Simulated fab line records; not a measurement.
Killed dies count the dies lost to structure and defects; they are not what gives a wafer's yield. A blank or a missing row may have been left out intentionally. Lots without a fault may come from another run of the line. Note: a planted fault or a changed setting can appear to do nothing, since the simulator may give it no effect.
Which tool did it?	flow gf180mcu	12 lots, 36 wafers sampled, at 4 steps of a route of 602

== WHAT EACH GAUGE READ, for each wafer ==
GF_M2_RS_MEAS_05: a four-point-probe measurement.
lot	measured	on	M2_ALCU_RS (ohm/sq)
L716	day 17 23:13	filmMetro-03	0.0692 0.0693 0.0690
L718	day 18 22:44	filmMetro-02	0.0697 0.0702 0.0699
L719	day 19 08:40	filmMetro-01	0.0705 0.0699 0.0710
L722	day 20 14:41	filmMetro-01	0.0697 0.0709 0.0699
L723	day 20 21:17	filmMetro-01	0.0694 0.0684 0.0685
L726	day 22 00:41	filmMetro-02	0.0702 0.0703 0.0709
L727	day 22 09:23	filmMetro-01	0.0696 0.0699 0.0709
L728	day 22 18:16	filmMetro-01	0.0692 0.0678 0.0698
L736	day 25 10:26	filmMetro-01	0.0691 0.0698 0.0701
L737	day 25 15:28	filmMetro-03	0.0689 0.0696 0.0685
L738	day 25 20:29	filmMetro-01	0.0708 0.0696 0.0706
L739	day 26 08:06	filmMetro-03	0.0699 0.0692 0.0687

GF_M2_CD_MEAS_14: the cd target is 280 nm.
lot	measured	on	cdNm (nm)
L716	day 18 22:16	cdSem-01	279.5 279.7 279.4
L718	day 19 22:10	cdSem-01	278.9 277.7 277.6
L719	day 20 09:05	cdSem-01	278.6 279.1 278.5
L722	day 21 14:26	cdSem-02	282.2 282.1 281.0
L723	day 21 20:56	cdSem-02	281.4 282.0 282.6
L726	day 22 23:41	cdSem-01	279.7 279.4 278.2
L727	day 23 08:40	cdSem-02	291.3 290.8 289.5
L728	day 23 16:49	cdSem-02	289.7 289.5 288.9
L736	day 26 07:50	cdSem-01	276.8 278.9 278.5
L737	day 26 11:40	cdSem-01	281.0 281.8 282.2
L738	day 26 17:44	cdSem-02	280.8 279.5 280.3
L739	day 27 04:32	cdSem-02	280.9 280.5 280.7

== WHAT TOOL EACH LOT RAN ON (gives the tool, then ch and the chambers of the sampled wafers, and finally the start) ==
lot	GF_V1_SPUTTER_21	GF_M2_SOFTBAKE_10
L716	pvdSputter-03, day 17 22:17	lithoTrack-01 ch 0, day 18 10:59
L718	pvdSputter-04, day 18 21:50	lithoTrack-01 ch 0, day 19 10:40
L719	pvdSputter-04, day 19 07:45	lithoTrack-02 ch 0, day 19 20:11
L722	pvdSputter-03, day 20 13:46	lithoTrack-03 ch 0, day 21 02:31
L723	pvdSputter-02, day 20 20:22	lithoTrack-01 ch 0, day 21 09:28
L726	pvdSputter-04, day 21 23:46	lithoTrack-01 ch 0, day 22 12:40
L727	pvdSputter-02, day 22 08:29	lithoTrack-01 ch 0, day 22 20:46
L728	pvdSputter-02, day 22 17:20	lithoTrack-01 ch 0, day 23 05:32
L736	pvdSputter-04, day 25 09:31	lithoTrack-03 ch 0, day 25 20:50
L737	pvdSputter-02, day 25 14:34	lithoTrack-02 ch 0, day 26 01:20
L738	pvdSputter-04, day 25 19:34	lithoTrack-03 ch 0, day 26 07:20
L739	pvdSputter-02, day 26 07:11	lithoTrack-01 ch 0, day 26 18:10
- GF_V1_SPUTTER_21: material Ti, target thk 15 nm, time 80.02 s.
- GF_M2_SOFTBAKE_10: time 60 s.

== AS READ BY THE TOOLS THEMSELVES (means over the sampled wafers that have a number; for cases with no such wafer, the mark the record gives instead) ==
GF_V1_SPUTTER_21.
lot	tool	throttleValvePct (%)
L716	pvdSputter-03	29.2
L718	pvdSputter-04	30.6
L719	pvdSputter-04	30.4
L722	pvdSputter-03	29.6
L723	pvdSputter-02	30.5
L726	pvdSputter-04	30.5
L727	pvdSputter-02	31.2
L728	pvdSputter-02	31.2
L736	pvdSputter-04	30.5
L737	pvdSputter-02	31.1
L738	pvdSputter-04	30.0
L739	pvdSputter-02	30.6

GF_M2_SOFTBAKE_10.
lot	tool	exhaustPa (Pa)	heaterPowerTotalW (W)	plateTempC (C)
L716	lithoTrack-01	45.9	93.00	129.88
L718	lithoTrack-01	45.1	93.10	129.97
L719	lithoTrack-02	45.8	93.05	130.08
L722	lithoTrack-03	44.7	93.03	129.96
L723	lithoTrack-01	46.2	93.07	130.19
L726	lithoTrack-01	44.6	93.04	130.01
L727	lithoTrack-01	44.7	89.71	126.32
L728	lithoTrack-01	45.9	89.72	126.18
L736	lithoTrack-03	44.0	93.04	130.22
L737	lithoTrack-02	43.6	93.03	130.04
L738	lithoTrack-03	43.4	93.07	130.16
L739	lithoTrack-01	43.6	93.06	130.09

== THE ANSWER, worked out from the rows above alone ==
Rule: the usual values come from the lots themselves. The widest of any qualifying gaps counts: lots, ordered by their means at a reading, are off when they make up no more than a third of the lots, leave a main group of 4 or more, and stand apart from it by 3 or more times the standard deviation of that group's means. The tables above print the reading to a certain number of digits; a main group whose means all agree to those digits is not used. Also off: a lot with no number at a reading for which 4 or more lots have one. The other lots that the step has rows for count as sound. The gauges are gone through in route order, then the tools' own readings, and for those a lot's mean is taken as printed above. At the first step where some lot is off, the reading lying furthest off is the one used; lots without a number count as furthest.
Off: L727, L728, at GF_M2_CD_MEAS_14 (cdNm). Mean 280.0 nm and standard deviation 1.4 in the main group.
A tool fits if, at a process step before that reading, it ran every lot that is off, and no sound lot after the first of them. Not tried: the gauges at GF_M2_CD_MEAS_14; whatever is off there is also off at GF_M2_SOFTBAKE_10, on other tools, and gauge error can't account for it. No candidate that was tried fits.

== WHAT THE SIMULATOR HAD INSERTED ==
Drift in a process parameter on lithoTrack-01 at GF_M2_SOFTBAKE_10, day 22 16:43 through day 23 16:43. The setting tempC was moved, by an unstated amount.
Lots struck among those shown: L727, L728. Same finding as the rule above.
